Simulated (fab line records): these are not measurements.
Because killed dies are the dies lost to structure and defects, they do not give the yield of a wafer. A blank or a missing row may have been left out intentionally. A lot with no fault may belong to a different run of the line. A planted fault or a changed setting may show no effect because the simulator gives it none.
fab line records	flow sky130
[record] lots = 5	wafers = 23
route steps=708 shown FIELD_ISO@4 NWELL@33 PWDE@47 VT_ADJUST_HVTP@88 VT_ADJUST_LVTN@105
start_h: hours from the record's first day to the start of the lot's first wafer shown	wait_h: hours since the lot's step before	" same as the row above	L1.1+2: a single row standing in for several wafers	- no value, or no start was given	* or withheld: withheld	< > ~ a bound
route shown NAME@n: names a module that has steps shown in the file, with the first one's number in the route	usual: mean and standard deviation over wafers with no fault	same: alike in all rows	chamber/n: place in a boat	sites: per-site readings	_std_site: the values' standard deviation	_edge_site: outer sites' mean less inner sites'	radius_mm: how far each site lies from the wafer's centre	mask NAME#n: copy n	behind: the most recent tool/chamber to have shaped the wafer	hold: cause of the lot's hold/its duration in hours/its outcome	device: whichever transistor did not switch (one of n, p or np)	end of line: at the end of the route, the tests of the same wafers	a step with no rows: only its recipe	killed: the dies lost at the first sort to structure and to defects; this is not the yield of the wafer	map: per-die view of a wafer (x killed, . not killed, _ where there is no die)
set.NAME: the setting the step ran with; set.NAME@STEP: the setting that earlier step ran with	model.NAME: the simulator's own value behind a step, which no gauge read
lots with deliberately changed settings; one table per step, one row per wafer
[[steps]]
[step SKY_FIELD_ISO_CVD_03]
[recipe] material = Si3N4	precursor = DCS/NH3	target_thk_nm = 165	temp_c = 770	time_s = 2830	pressure_mtorr = 250
lot.wafer	tool	chamber	start_h	wait_h	set.time_s
L074.1+4+5	lpcvd-02	1	11.71	0.1	2830
L077.1+2+3+4+6	-	-	-	1.0	2688
L078.1+2+3+4+5	-	-	-	0.1	2590
L082.1+2+3+4+5	-	-	-	0.1	3000
L083.1+2+4+5+6	-	-	-	0.1	2677
[step SKY_FIELD_ISO_DEVELOP_12]
[recipe] develop_time_s = 60	resist = KrF-thick	dev_temp_c = 21
lot.wafer	tool	chamber	start_h	wait_h	set.dev_temp_c
L074.1+4+5	litho_track-01	0	-	-	21
L077.1+2+4	litho_track-04	0	-	-	21
L077.3+6	"	0	"	"	18.4
L078.1+3	litho_track-04	0	-	-	23.71
L078.2+4+5	"	0	"	"	21
L082.1+3+4	litho_track-01	0	-	-	21
L082.2+5	"	0	"	"	22.1
L083.1+4+5	litho_track-04	0	-	-	22.35
L083.2+6	"	0	"	"	21
[step SKY_FIELD_ISO_ETCH_14]
[recipe] chemistry = N2/H2	target = BARC	ion_energy_ev = 200	source_w = 500	bias_w = 100	pressure_mtorr = 30	n2_flow_sccm = 100	h2_flow_sccm = 200	stop_on = SiO2	time_s = 45.9	target_depth_a = 600
[step SKY_FIELD_ISO_ETCH_15]
[recipe] chemistry = CHF3/O2	target_depth_nm = 180	stop_on = Si	source_w = 600	bias_w = 200	pressure_mtorr = 40	chf3_flow_sccm = 50	O2_flow_sccm = 5	time_s = 72
[usual] oes_product_au = 0.947/0.0077
lot.wafer	tool	chamber	start_h	wait_h	set.time_s@FIELD_ISO_CVD_03	oes_product_au
L074.1	rie_diel-01	2	28.09	0.0	2830	0.943
L074.4	"	3	"	"	2830	0.949
L074.5	"	0	"	"	2830	0.955
L077.1	rie_diel-04	0	45.49	0.0	2688	0.908
L077.2	"	3	"	"	2688	0.917
L077.3	"	1	"	"	2688	0.914
L077.4	"	2	"	"	2688	0.910
L077.6	"	3	"	"	2688	0.922
L078.1	rie_diel-01	0	48.84	0.0	2590	0.898
L078.2	"	2	"	"	2590	0.897
L078.3	"	1	"	"	2590	0.906
L078.4	"	3	"	"	2590	0.889
L078.5	"	2	"	"	2590	0.894
L082.1	rie_diel-02	1	70.64	0.0	3000	0.979
L082.2	"	2	"	"	3000	0.974
L082.3	"	3	"	"	3000	0.974
L082.4	"	0	"	"	3000	0.979
L082.5	"	0	"	"	3000	0.977
L083.1	rie_diel-04	0	75.04	0.0	2677	0.923
L083.2	"	2	"	"	2677	0.918
L083.4	"	1	"	"	2677	0.930
L083.5	"	2	"	"	2677	0.913
L083.6	"	3	"	"	2677	0.925
[step SKY_NWELL_OXIDATION_01]
[recipe] temp_c = 900	ambient = O2	stabilise_s = 600	purge_s = 300	target_thk_a = 100	ox_time_s = 1418
lot.wafer	tool	chamber	start_h	wait_h	set.temp_c	model.SiO2_of_NWELL_OXIDATION_01.thk_nm
L074.1	furnace-02	0	35.52	0.4	900	10.32
L074.4	"	0	"	"	900	10.14
L074.5	"	0	"	"	900	10
L077.1	-	-	-	1.6	923.2	12.74
L077.2	"	-	"	"	923.2	12.87
L077.3	"	-	"	"	923.2	12.81
L077.4	"	-	"	"	923.2	12.98
L077.6	"	-	"	"	923.2	12.89
L078.1	-	-	-	0.0	900	9.974
L078.2	"	-	"	"	900	9.76
L078.3	"	-	"	"	900	9.748
L078.4	"	-	"	"	900	9.793
L078.5	"	-	"	"	900	9.583
L082.1	-	-	-	1.1	900	9.989
L082.2	"	-	"	"	900	9.85
L082.3	"	-	"	"	900	9.954
L082.4	"	-	"	"	900	9.806
L082.5	"	-	"	"	900	9.863
L083.1	-	-	-	0.6	900	10.09
L083.2	"	-	"	"	900	10.06
L083.4	"	-	"	"	900	10.1
L083.5	"	-	"	"	900	9.925
L083.6	"	-	"	"	900	10.2
[step SKY_NWELL_THK_MEAS_02]
[recipe] reads = SiO2_of_NWELL_OXIDATION_01
[usual] NWELL_OXIDATION_THK = 10.00/0.2
lot.wafer	tool	chamber	start_h	wait_h	set.temp_c@NWELL_OXIDATION_01	NWELL_OXIDATION_THK[nm]
L074.1	film_metro-04	-	36.91	0.0	900	10.34
L074.4	"	-	"	"	900	10.11
L074.5	"	-	"	"	900	9.97
L077.1	film_metro-01	-	-	-	923.2	12.70
L077.2	"	-	"	"	923.2	12.87
L077.3	"	-	"	"	923.2	12.81
L077.4	"	-	"	"	923.2	13.00
L077.6	"	-	"	"	923.2	12.86
L078.1	film_metro-04	-	-	-	900	10.00
L078.2	"	-	"	"	900	9.77
L078.3	"	-	"	"	900	9.76
L078.4	"	-	"	"	900	9.79
L078.5	"	-	"	"	900	9.60
L082.1	film_metro-01	-	-	-	900	9.96
L082.2	"	-	"	"	900	9.89
L082.3	"	-	"	"	900	9.92
L082.4	"	-	"	"	900	9.80
L082.5	"	-	"	"	900	9.85
L083.1	film_metro-02	-	-	-	900	10.14
L083.2	"	-	"	"	900	10.06
L083.4	"	-	"	"	900	10.14
L083.5	"	-	"	"	900	9.87
L083.6	"	-	"	"	900	10.17
[step SKY_PWDE_COAT_02]
[recipe] spin_rpm = 2000	resist_thk_nm = 3000
lot.wafer	tool	chamber	start_h	wait_h	set.resist_thk_nm	model.coat_of_PWDE_COAT_02.thk_nm
L074.1+4	litho_track-04	0	60.68	0.1	3000	2995
L074.5	"	0	"	"	3000	2990
L077.1	litho_track-02	0	79.86	0.1	2892	2902
L077.2	"	0	"	"	3000	3018
L077.3	"	0	"	"	2892	2903
L077.4	"	0	"	"	2892	2907
L077.6	"	0	"	"	3000	3014
L078.1	litho_track-03	0	80.24	0.1	3000	2996
L078.2	"	0	"	"	3000	2995
L078.3	"	0	"	"	3000	3001
L078.4	"	0	"	"	3119	3118
L078.5	"	0	"	"	3119	3111
L082.1	litho_track-04	0	108.73	0.1	3000	3004
L082.2	"	0	"	"	2953	2951
L082.3	"	0	"	"	3000	2997
L082.4	"	0	"	"	2953	2948
L082.5	"	0	"	"	3000	2987
L083.1	litho_track-03	0	109.09	0.1	3000	2990
L083.2	"	0	"	"	3171	3163
L083.4	"	0	"	"	3171	3165
L083.5	"	0	"	"	3171	3173
L083.6	"	0	"	"	3000	2989
[step SKY_PWDE_IMPLANT_08]
[recipe] species = B	energy_kev = 150	dose_cm2 = 3.6e+12	tilt_deg = withheld
lot.wafer	tool	chamber	start_h	wait_h	set.dose_cm2
L074.1+4+5	implanter-04	0	68.60	0.0	3.6e+12
L077.1+2+3+4+6	implanter-03	0	88.66	0.0	3.6e+12
L078.1+4+5	implanter-03	0	89.57	0.0	3.672e+12
L078.2+3	"	0	"	"	3.6e+12
L082.1+4	implanter-04	0	117.92	0.0	3.6e+12
L082.2+3+5	"	0	"	"	3.415e+12
L083.1+2	implanter-04	0	118.21	0.0	3.452e+12
L083.4+5+6	"	0	"	"	3.6e+12
[step SKY_PWDE_STRIP_09]
[recipe] chemistry = O2/N2	power_w = 1400	pressure_mtorr = 1500	platen_temp_c = withheld	o2_flow_sccm = 3000	n2_flow_sccm = 300	overash_fraction = 0.5
[usual] strip_time_to_endpoint_s = 36.94/0.098
lot.wafer	tool	chamber	start_h	wait_h	set.resist_thk_nm@PWDE_COAT_02	strip_time_to_endpoint_s
L074.1	plasma_asher-01	1	68.75	0.1	3000	36.84
L074.4	"	0	"	"	3000	36.85
L074.5	"	0	"	"	3000	36.79
L077.1	plasma_asher-02	0	88.81	0.1	2892	35.78
L077.2	"	1	"	"	3000	37.09
L077.3	"	1	"	"	2892	35.80
L077.4	"	0	"	"	2892	35.85
L077.6	"	1	"	"	3000	37.07
L078.1	plasma_asher-01	0	89.72	0.1	3000	36.87
L078.2	"	1	"	"	3000	36.84
L078.3	"	1	"	"	3000	36.93
L078.4	"	0	"	"	3119	38.27
L078.5	"	0	"	"	3119	38.18
L082.1	plasma_asher-01	1	118.07	0.1	3000	36.96
L082.2	"	0	"	"	2953	36.37
L082.3	"	1	"	"	3000	36.86
L082.4	"	0	"	"	2953	36.33
L082.5	"	0	"	"	3000	36.76
L083.1	plasma_asher-04	0	118.36	0.1	3000	36.80
L083.2	"	1	"	"	3171	38.77
L083.4	"	1	"	"	3171	38.78
L083.5	"	0	"	"	3171	38.87
L083.6	"	1	"	"	3000	36.78
[step SKY_PWDE_TW_MEAS_10]
[usual] PWDE_TW = 372.5/2.3
lot.wafer	tool	chamber	start_h	wait_h	set.dose_cm2@PWDE_IMPLANT_08	PWDE_TW
L074.1	film_metro-01	-	68.85	0.1	3.6e+12	368.7
L074.4	"	-	"	"	3.6e+12	369.5
L074.5	"	-	"	"	3.6e+12	371.3
L077.1	film_metro-02	-	88.91	0.1	3.6e+12	372.4
L077.2	"	-	"	"	3.6e+12	374.9
L077.3	"	-	"	"	3.6e+12	373.4
L077.4	"	-	"	"	3.6e+12	372.2
L077.6	"	-	"	"	3.6e+12	374.6
L078.1	film_metro-04	-	89.82	0.1	3.672e+12	380.7
L078.2	"	-	"	"	3.6e+12	376.9
L078.3	"	-	"	"	3.6e+12	376.8
L078.4	"	-	"	"	3.672e+12	378.0
L078.5	"	-	"	"	3.672e+12	380.3
L082.1	film_metro-02	-	118.17	0.1	3.6e+12	372.9
L082.2	"	-	"	"	3.415e+12	366.0
L082.3	"	-	"	"	3.415e+12	365.7
L082.4	"	-	"	"	3.6e+12	372.6
L082.5	"	-	"	"	3.415e+12	365.0
L083.1	film_metro-04	-	118.46	0.1	3.452e+12	368.2
L083.2	"	-	"	"	3.452e+12	369.7
L083.4	"	-	"	"	3.6e+12	373.8
L083.5	"	-	"	"	3.6e+12	376.7
L083.6	"	-	"	"	3.6e+12	376.2
[step SKY_NWELL_STRIP_14]
[recipe] chemistry = O2/N2	power_w = 1400	pressure_mtorr = 1500	platen_temp_c = withheld	o2_flow_sccm = 3000	n2_flow_sccm = 300	overash_fraction = 0.5
[usual] oes_product_au = 0.722/0.0043	strip_time_to_endpoint_s = 36.90/0.076
lot.wafer	tool	chamber	start_h	wait_h	set.pressure_mtorr	oes_product_au	strip_time_to_endpoint_s
L074.1	plasma_asher-01	1	85.01	0.1	1500	0.717	36.84
L074.4	"	1	"	"	1500	0.713	36.82
L074.5	"	1	"	"	1500	0.723	36.82
L077.1	plasma_asher-02	0	105.66	0.1	1411	0.709	37.63
L077.2	"	1	"	"	1411	0.707	37.66
L077.3	"	1	"	"	1411	0.717	37.53
L077.4	"	0	"	"	1411	0.714	37.70
L077.6	"	0	"	"	1411	0.713	37.61
L078.1	plasma_asher-02	1	106.61	0.1	1310	0.694	38.62
L078.2	"	0	"	"	1310	0.696	38.69
L078.3	"	1	"	"	1310	0.700	38.55
L078.4	"	0	"	"	1310	0.701	38.65
L078.5	"	1	"	"	1310	0.698	38.59
L082.1	plasma_asher-01	0	137.36	0.1	1398	0.711	37.65
L082.2	"	1	"	"	1398	0.713	37.77
L082.3	"	0	"	"	1398	0.710	37.59
L082.4	"	1	"	"	1398	0.709	37.73
L082.5	"	1	"	"	1398	0.715	37.81
L083.1	plasma_asher-01	1	138.10	0.1	1574	0.722	36.51
L083.2	"	0	"	"	1574	0.727	36.50
L083.4	"	0	"	"	1574	0.728	36.46
L083.5	"	1	"	"	1574	0.728	36.51
L083.6	"	0	"	"	1574	0.727	36.51
[step SKY_NWELL_DEVELOP_22]
[recipe] wall_angle_deg = 90	developer = TMAH	develop_time_s = 60	dev_temp_c = 23
lot.wafer	tool	chamber	start_h	wait_h	set.develop_time_s
L074.1+4+5	litho_track-02	0	-	-	60
L077.1+2+3+4+6	litho_track-01	0	-	-	60
L078.1+4	litho_track-01	0	-	-	57.7
L078.2+3+5	"	0	"	"	60
L082.1+2+3+4+5	litho_track-04	0	-	-	60
L083.1+2+6	litho_track-04	0	-	-	55.91
L083.4+5	"	0	"	"	60
[step SKY_NWELL_IMPLANT_24]
[recipe] species = B	energy_kev = 140	dose_cm2 = 9.047e+12	tilt_deg = withheld
[step SKY_NWELL_RS_MEAS_31]
[recipe] thk_meas_gauge = four-point-probe
[usual] PWDE_RS = 5288/17
lot.wafer	tool	chamber	start_h	wait_h	set.dose_cm2@PWDE_IMPLANT_08	PWDE_RS[ohm/sq]
L074.1	film_metro-01	-	102.60	0.1	3.6e+12	5260
L074.4	"	-	"	"	3.6e+12	5258
L074.5	"	-	"	"	3.6e+12	5272
L077.1	film_metro-04	-	123.67	0.1	3.6e+12	5295
L077.2	"	-	"	"	3.6e+12	5265
L077.3	"	-	"	"	3.6e+12	5288
L077.4	"	-	"	"	3.6e+12	5281
L077.6	"	-	"	"	3.6e+12	5270
L078.1	film_metro-04	-	124.62	0.1	3.672e+12	5210
L078.2	"	-	"	"	3.6e+12	5281
L078.3	"	-	"	"	3.6e+12	5296
L078.4	"	-	"	"	3.672e+12	5225
L078.5	"	-	"	"	3.672e+12	5216
L082.1	film_metro-04	-	158.01	0.1	3.6e+12	5282
L082.2	"	-	"	"	3.415e+12	5517
L082.3	"	-	"	"	3.415e+12	5495
L082.4	"	-	"	"	3.6e+12	5277
L082.5	"	-	"	"	3.415e+12	5523
L083.1	film_metro-01	-	158.71	0.1	3.452e+12	5466
L083.2	"	-	"	"	3.452e+12	5459
L083.4	"	-	"	"	3.6e+12	5291
L083.5	"	-	"	"	3.6e+12	5286
L083.6	"	-	"	"	3.6e+12	5262
[step SKY_VT_ADJUST_HVTP_SOFTBAKE_03]
[recipe] temp_c = 90	time_s = 60	resist = NOVOLAK
lot.wafer	tool	chamber	start_h	wait_h	set.temp_c
L074.1+4+5	litho_track-01	0	110.93	0.1	90
L077.1+6	litho_track-04	0	133.63	0.1	91.59
L077.2+3+4	"	0	"	"	90
L078.1+2+3+4+5	litho_track-03	0	134.59	0.1	90
L082.1+3	litho_track-03	0	167.69	0.1	87.66
L082.2+4+5	"	0	"	"	90
L083.1+4+6	litho_track-04	0	168.33	0.1	93.68
L083.2+5	"	0	"	"	90
[step SKY_VT_ADJUST_HVTP_EXPOSE_04]
[recipe] mask_id = HVTPM	na = 0.6	source_shape = conventional	sigma_outer = 0.6	polarization = unpolarized	target_cd_nm = 380	dose_mj = 140
[step SKY_VT_ADJUST_HVTP_PEB_05]
[recipe] temp_c = withheld	time_s = *	resist = NOVOLAK
[step SKY_VT_ADJUST_HVTP_DEVELOP_06]
[recipe] resist = NOVOLAK	developer = TMAH	develop_time_s = 57.77	dev_temp_c = 23
lot.wafer	tool	chamber	start_h	wait_h	set.temp_c@VT_ADJUST_HVTP_SOFTBAKE_03	model.NOVOLAK_of_VT_ADJUST_HVTP_COAT_02.thk_nm
L074.1	litho_track-01	0	119.28	0.1	90	1140
L074.4+5	"	0	"	"	90	1138
L077.1	litho_track-04	0	142.43	0.1	91.59	1132
L077.2	"	0	"	"	90	1142
L077.3	"	0	"	"	90	1140
L077.4	"	0	"	"	90	1144
L077.6	"	0	"	"	91.59	1138
L078.1+2	litho_track-01	0	143.73	0.1	90	1137
L078.3	"	0	"	"	90	1138
L078.4	"	0	"	"	90	1139
L078.5	"	0	"	"	90	1133
L082.1	litho_track-04	0	177.43	0.1	87.66	1150
L082.2	"	0	"	"	90	1141
L082.3	"	0	"	"	87.66	1148
L082.4	"	0	"	"	90	1142
L082.5	"	0	"	"	90	1148
L083.1	litho_track-04	0	177.73	0.1	93.68	1127
L083.2	"	0	"	"	90	1143
L083.4	"	0	"	"	93.68	1130
L083.5	"	0	"	"	90	1144
L083.6	"	0	"	"	93.68	1132
[step SKY_VT_ADJUST_HVTP_IMPLANT_09]
[recipe] species = As	energy_kev = 150	dose_cm2 = 4.3e+12	tilt_deg = withheld
lot.wafer	tool	chamber	start_h	wait_h	set.dose_cm2
L074.1+4+5	implanter-01	0	119.59	0.0	4.3e+12
L077.1+2+3+4+6	implanter-03	0	142.73	0.0	4.3e+12
L078.1+2+5	implanter-03	0	144.04	0.0	4.41e+12
L078.3+4	"	0	"	"	4.3e+12
L082.1+4+5	implanter-03	0	177.73	0.0	4.3e+12
L082.2+3	"	0	"	"	4.483e+12
L083.1+6	implanter-02	0	178.03	0.0	4.107e+12
L083.2+4+5	"	0	"	"	4.3e+12
[step SKY_VT_ADJUST_HVTP_STRIP_10]
[recipe] chemistry = O2/N2	power_w = 1400	pressure_mtorr = 1500	platen_temp_c = withheld	o2_flow_sccm = 3000	n2_flow_sccm = 300	overash_fraction = 0.5
[usual] strip_time_to_endpoint_s = 14.19/0.032
lot.wafer	tool	chamber	start_h	wait_h	set.temp_c@VT_ADJUST_HVTP_SOFTBAKE_03	strip_time_to_endpoint_s
L074.1	plasma_asher-03	1	119.74	0.1	90	14.18
L074.4	"	1	"	"	90	14.16
L074.5	"	0	"	"	90	14.15
L077.1	plasma_asher-01	1	142.88	0.1	91.59	14.09
L077.2	"	0	"	"	90	14.20
L077.3	"	0	"	"	90	14.20
L077.4	"	1	"	"	90	14.24
L077.6	"	1	"	"	91.59	14.16
L078.1	plasma_asher-01	1	144.19	0.1	90	14.14
L078.2	"	0	"	"	90	14.16
L078.3	"	0	"	"	90	14.17
L078.4	"	1	"	"	90	14.16
L078.5	"	0	"	"	90	14.11
L082.1	plasma_asher-01	0	177.88	0.1	87.66	14.30
L082.2	"	1	"	"	90	14.20
L082.3	"	0	"	"	87.66	14.28
L082.4	"	1	"	"	90	14.21
L082.5	"	1	"	"	90	14.28
L083.1	plasma_asher-01	1	178.18	0.1	93.68	14.02
L083.2	"	0	"	"	90	14.20
L083.4	"	1	"	"	93.68	14.07
L083.5	"	1	"	"	90	14.24
L083.6	"	0	"	"	93.68	14.09
[step SKY_VT_ADJUST_LVTN_IMPLANT_08]
[recipe] species = B	energy_kev = 30	dose_cm2 = 1.57e+12	tilt_deg = withheld
lot.wafer	tool	chamber	start_h	wait_h	set.dose_cm2
L074.1+4+5	implanter-01	0	138.35	0.0	1.57e+12
L077.1+2	implanter-01	0	161.97	0.0	1.57e+12
L077.3+4+6	"	0	"	"	1.67e+12
L078.1+3+4	implanter-02	0	163.80	0.0	1.57e+12
L078.2+5	"	0	"	"	1.623e+12
L082.1+2+5	implanter-04	0	198.65	0.0	1.57e+12
L082.3+4	"	0	"	"	1.537e+12
L083.1+2+4+5+6	implanter-02	0	199.12	0.0	1.57e+12
[step SKY_VT_ADJUST_LVTN_STRIP_09]
[recipe] chemistry = O2/N2	power_w = 1400	pressure_mtorr = 1500	platen_temp_c = withheld	o2_flow_sccm = 3000	n2_flow_sccm = 300	overash_fraction = 0.5
[step SKY_VT_ADJUST_LVTN_TW_MEAS_10]
[usual] VT_ADJUST_LVTN_TW = 243.5/1.6
lot.wafer	tool	chamber	start_h	wait_h	set.dose_cm2@VT_ADJUST_LVTN_IMPLANT_08	VT_ADJUST_LVTN_TW
L074.1	film_metro-03	-	138.60	0.1	1.57e+12	245.2
L074.4	"	-	"	"	1.57e+12	246.2
L074.5	"	-	"	"	1.57e+12	246.2
L077.1	film_metro-03	-	162.22	0.1	1.57e+12	242.1
L077.2	"	-	"	"	1.57e+12	243.9
L077.3	"	-	"	"	1.67e+12	247.7
L077.4	"	-	"	"	1.67e+12	249.1
L077.6	"	-	"	"	1.67e+12	247.7
L078.1	film_metro-03	-	164.05	0.1	1.57e+12	243.6
L078.2	"	-	"	"	1.623e+12	245.9
L078.3	"	-	"	"	1.57e+12	245.7
L078.4	"	-	"	"	1.57e+12	245.0
L078.5	"	-	"	"	1.623e+12	247.2
L082.1	film_metro-01	-	198.90	0.1	1.57e+12	240.1
L082.2	"	-	"	"	1.57e+12	242.0
L082.3	"	-	"	"	1.537e+12	239.9
L082.4	"	-	"	"	1.537e+12	239.0
L082.5	"	-	"	"	1.57e+12	241.1
L083.1	film_metro-03	-	199.37	0.1	1.57e+12	244.8
L083.2	"	-	"	"	1.57e+12	245.5
L083.4	"	-	"	"	1.57e+12	245.2
L083.5	"	-	"	"	1.57e+12	245.4
L083.6	"	-	"	"	1.57e+12	244.7
[step SKY_VT_ADJUST_LVTN_IMPLANT_19]
[recipe] species = B	energy_kev = 30	dose_cm2 = 6.5e+11	tilt_deg = withheld
lot.wafer	tool	chamber	start_h	wait_h	set.energy_kev	model.implant.drp_nm	model.implant.rp_nm
L074.1+4+5	implanter-04	0	158.67	0.0	30	42.97	95.81
L077.1+2+3+4+6	implanter-01	0	181.57	0.0	30	42.97	96.09
L078.1+4+5	implanter-04	0	183.47	0.0	30	42.97	97.84
L078.2+3	"	0	"	"	31.23	44.24	101.7
L082.1+2	implanter-04	0	220.27	0.0	30	42.97	99.92
L082.3+4+5	"	0	"	"	29.17	41.99	97.23
L083.1+2+4+5+6	implanter-01	0	220.57	0.0	30	42.97	98.54
[[key]]
[split] step = SKY_FIELD_ISO_CVD_03	setting = time_s	stated = 2830	by = lot
[response] step = SKY_FIELD_ISO_ETCH_15	reading = oes_product_au	change = +0.00545	per = 1%	r = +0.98
[split] step = SKY_FIELD_ISO_DEVELOP_12	setting = dev_temp_c	stated = 21	by = wafer
response none clear
[split] step = SKY_NWELL_OXIDATION_01	setting = temp_c	stated = 900	by = lot
[response] step = SKY_NWELL_OXIDATION_01	reading = model.SiO2_of_NWELL_OXIDATION_01.thk_nm	change = +1.13	per = 1%	r = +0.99
[response] step = SKY_NWELL_THK_MEAS_02	reading = NWELL_OXIDATION_THK	change = +1.12	per = 1%	r = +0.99
[split] step = SKY_PWDE_COAT_02	setting = resist_thk_nm	stated = 3000	by = wafer
[response] step = SKY_PWDE_COAT_02	reading = model.coat_of_PWDE_COAT_02.thk_nm	change = +30.6	per = 1%	r = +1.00
[response] step = SKY_PWDE_STRIP_09	reading = strip_time_to_endpoint_s	change = *	per = 1%	r = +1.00
[split] step = SKY_PWDE_IMPLANT_08	setting = dose_cm2	stated = 3.6e+12	by = wafer
[response] step = SKY_PWDE_TW_MEAS_10	reading = PWDE_TW	change = +1.47	per = 1%	r = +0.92
[response] step = SKY_NWELL_RS_MEAS_31	reading = PWDE_RS	change = -44.2	per = 1%	r = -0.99
[split] step = SKY_NWELL_STRIP_14	setting = pressure_mtorr	stated = 1500	by = lot
[response] step = SKY_NWELL_STRIP_14	reading = oes_product_au	change = +0.00152	per = 1%	r = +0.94
[response] step = SKY_NWELL_STRIP_14	reading = strip_time_to_endpoint_s	change = *	per = 1%	r = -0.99
[split] step = SKY_NWELL_DEVELOP_22	setting = develop_time_s	stated = 60	by = wafer
response none clear
[split] step = SKY_VT_ADJUST_HVTP_SOFTBAKE_03	setting = temp_c	stated = 90	by = wafer
[response] step = SKY_VT_ADJUST_HVTP_DEVELOP_06	reading = model.NOVOLAK_of_VT_ADJUST_HVTP_COAT_02.thk_nm	change = -3.04	per = 1%	r = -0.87
[response] step = SKY_VT_ADJUST_HVTP_STRIP_10	reading = strip_time_to_endpoint_s	change = *	per = 1%	r = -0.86
[split] step = SKY_VT_ADJUST_HVTP_IMPLANT_09	setting = dose_cm2	stated = 4.3e+12	by = wafer
response none clear
[split] step = SKY_VT_ADJUST_LVTN_IMPLANT_08	setting = dose_cm2	stated = 1.57e+12	by = wafer
[response] step = SKY_VT_ADJUST_LVTN_TW_MEAS_10	reading = VT_ADJUST_LVTN_TW	change = +0.755	per = 1%	r = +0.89
[split] step = SKY_VT_ADJUST_LVTN_IMPLANT_19	setting = energy_kev	stated = 30	by = wafer
[response] step = SKY_VT_ADJUST_LVTN_IMPLANT_19	reading = model.implant.drp_nm	change = +0.323	per = 1%	r = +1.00
[response] step = SKY_VT_ADJUST_LVTN_IMPLANT_19	reading = model.implant.rp_nm	change = +0.958	per = 1%	r = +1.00
